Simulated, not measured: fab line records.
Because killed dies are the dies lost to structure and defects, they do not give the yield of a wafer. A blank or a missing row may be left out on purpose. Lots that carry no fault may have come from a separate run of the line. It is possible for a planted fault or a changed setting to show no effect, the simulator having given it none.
Which tool is to blame?	flow gf180mcu	72 wafers from 24 lots sampled at 3 of the route's 602 steps

== WHAT THE GAUGES SHOWED, per wafer ==
GF_MIM_THK_MEAS_06.
lot	measured	on	MIM_CVD_05_THK (nm)
L074	day 24 10:16	film_metro-04	41.8 42.0 41.7
L075	day 24 20:30	film_metro-01	41.8 42.1 42.1
L076	day 25 03:20	film_metro-01	40.8 42.0 41.6
L077	day 25 11:29	film_metro-03	41.4 41.8 42.3
L078	day 25 17:05	film_metro-04	41.6 41.7 42.3
L079	day 25 18:28	film_metro-04	41.9 42.0 42.3
L080	day 26 06:44	film_metro-01	41.5 41.4 41.5
L081	day 26 14:22	film_metro-04	42.1 42.4 43.3
L082	day 26 23:34	film_metro-03	41.2 41.3 41.9
L083	day 27 11:40	film_metro-01	42.0 41.4 42.1
L084	day 27 19:00	film_metro-04	41.9 42.4 42.6
L085	day 28 02:03	film_metro-04	42.0 42.7 42.0
L086	day 28 12:22	film_metro-03	41.6 41.6 42.2
L087	day 28 17:41	film_metro-01	42.4 42.9 43.0
L088	day 28 19:53	film_metro-03	41.5 41.5 42.5
L089	day 29 04:16	film_metro-04	41.7 41.9 42.1
L090	day 29 15:58	film_metro-01	41.7 42.0 41.6
L091	day 29 17:43	film_metro-04	41.9 41.6 41.3
L092	day 29 23:47	film_metro-01	41.4 42.0 41.7
L093	day 30 06:52	film_metro-04	41.4 41.4 41.7
L094	day 30 17:51	film_metro-01	42.4 42.1 42.7
L095	day 31 11:08	film_metro-01	41.5 42.0 42.0
L096	day 31 11:50	film_metro-03	41.8 41.9 41.8
L097	day 31 22:14	film_metro-01	41.1 41.2 41.3

GF_M5_CD_MEAS_07 targets a cd of 280 nm.
lot	measured	on	cd_nm (nm)
L074	day 26 06:14	cd_sem-01	279.4 281.6 280.2
L075	day 26 15:22	cd_sem-01	279.3 279.6 279.9
L076	day 26 22:49	cd_sem-02	279.2 280.6 278.8
L077	day 27 04:48	cd_sem-02	279.9 280.8 282.0
L078	day 27 11:50	cd_sem-02	281.4 280.2 281.4
L079	day 27 12:28	cd_sem-01	279.8 278.9 279.3
L080	day 28 00:04	cd_sem-02	280.0 278.6 279.3
L081	day 28 06:13	cd_sem-02	278.8 279.3 279.0
L082	day 28 15:41	cd_sem-02	280.1 279.8 279.4
L083	day 29 02:49	cd_sem-02	279.2 279.7 278.9
L084	day 29 09:53	cd_sem-02	280.5 280.4 279.8
L085	day 29 16:52	cd_sem-01	279.4 278.2 278.3
L086	day 30 02:55	cd_sem-01	279.7 279.9 279.4
L087	day 30 07:37	cd_sem-01	278.1 277.3 277.7
L088	day 30 09:38	cd_sem-02	280.1 278.8 279.1
L089	day 30 18:14	cd_sem-01	276.9 277.5 278.2
L090	day 31 04:37	cd_sem-01	280.6 282.6 283.0
L091	day 31 06:16	cd_sem-01	279.5 280.9 279.5
L092	day 31 11:40	cd_sem-01	278.9 279.4 279.9
L093	day 31 17:46	cd_sem-01	281.6 280.5 280.7
L094	day 32 04:37	cd_sem-01	279.3 278.7 277.8
L095	day 32 20:23	cd_sem-02	281.6 281.6 281.9
L096	day 32 22:04	cd_sem-01	278.5 280.2 280.3
L097	day 33 07:32	cd_sem-01	280.7 280.3 280.3

GF_V5_THK_MEAS_01.
lot	measured	on	V5_CVD_00_THK (nm)
L074	day 26 07:07	film_metro-02	303 298 298
L075	day 26 16:16	film_metro-02	305 302 302
L076	day 26 23:43	film_metro-03	303 300 302
L077	day 27 05:40	film_metro-01	304 298 300
L078	day 27 12:46	film_metro-02	302 304 302
L079	day 27 13:21	film_metro-03	309 309 310
L080	day 28 00:57	film_metro-02	291 294 298
L081	day 28 07:06	film_metro-02	300 306 299
L082	day 28 16:34	film_metro-01	297 304 299
L083	day 29 03:43	film_metro-02	299 297 298
L084	day 29 10:55	film_metro-03	299 302 303
L085	day 29 17:53	film_metro-03	297 299 298
L086	day 30 03:50	film_metro-03	297 295 298
L087	day 30 08:29	film_metro-02	301 299 303
L088	day 30 10:32	film_metro-01	301 301 305
L089	day 30 19:07	film_metro-03	299 301 300
L090	day 31 05:32	film_metro-03	304 300 296
L091	day 31 07:11	film_metro-02	299 300 300
L092	day 31 12:33	film_metro-03	298 298 297
L093	day 31 18:44	film_metro-01	300 302 298
L094	day 32 05:30	film_metro-01	296 300 295
L095	day 32 21:20	film_metro-01	298 297 298
L096	day 32 22:59	film_metro-01	303 305 303
L097	day 33 08:28	film_metro-02	300 300 297

== EACH LOT AND THE TOOL THAT RAN IT (in order: tool; ch and the chambers of the sampled wafers; start) ==
The record shows no process step preceding these readings.

== AS READ BY THE TOOLS THEMSELVES (means over the sampled wafers that have a number; for cases with no such wafer, the mark the record gives instead) ==
The record holds no such reading with a usual standard deviation.

== THE ANSWER, worked out from the rows above alone ==
Rule: the lots themselves supply what counts as usual. The widest of any qualifying gaps counts: lots, ordered by their means at a reading, are off when they make up no more than a third of the lots, leave a main group of 4 or more, and stand apart from it by 3 or more times the standard deviation of that group's means. The tables above print the reading to a certain number of digits; a main group whose means all agree to those digits is not used. A lot without any number at a reading at which 4 lots or more have one is off too. The other lots that the step has rows for count as sound. After the gauges, taken in route order, come the tools' own readings; for these a lot's mean is taken, as printed above. The first step at which some lot is off is used, and at that step the reading that is off furthest; a lot without a number counts as furthest.
Nothing can be told from this: no lot is off at any reading shown.

== WHAT HAD BEEN PUT IN BY THE SIMULATOR ==
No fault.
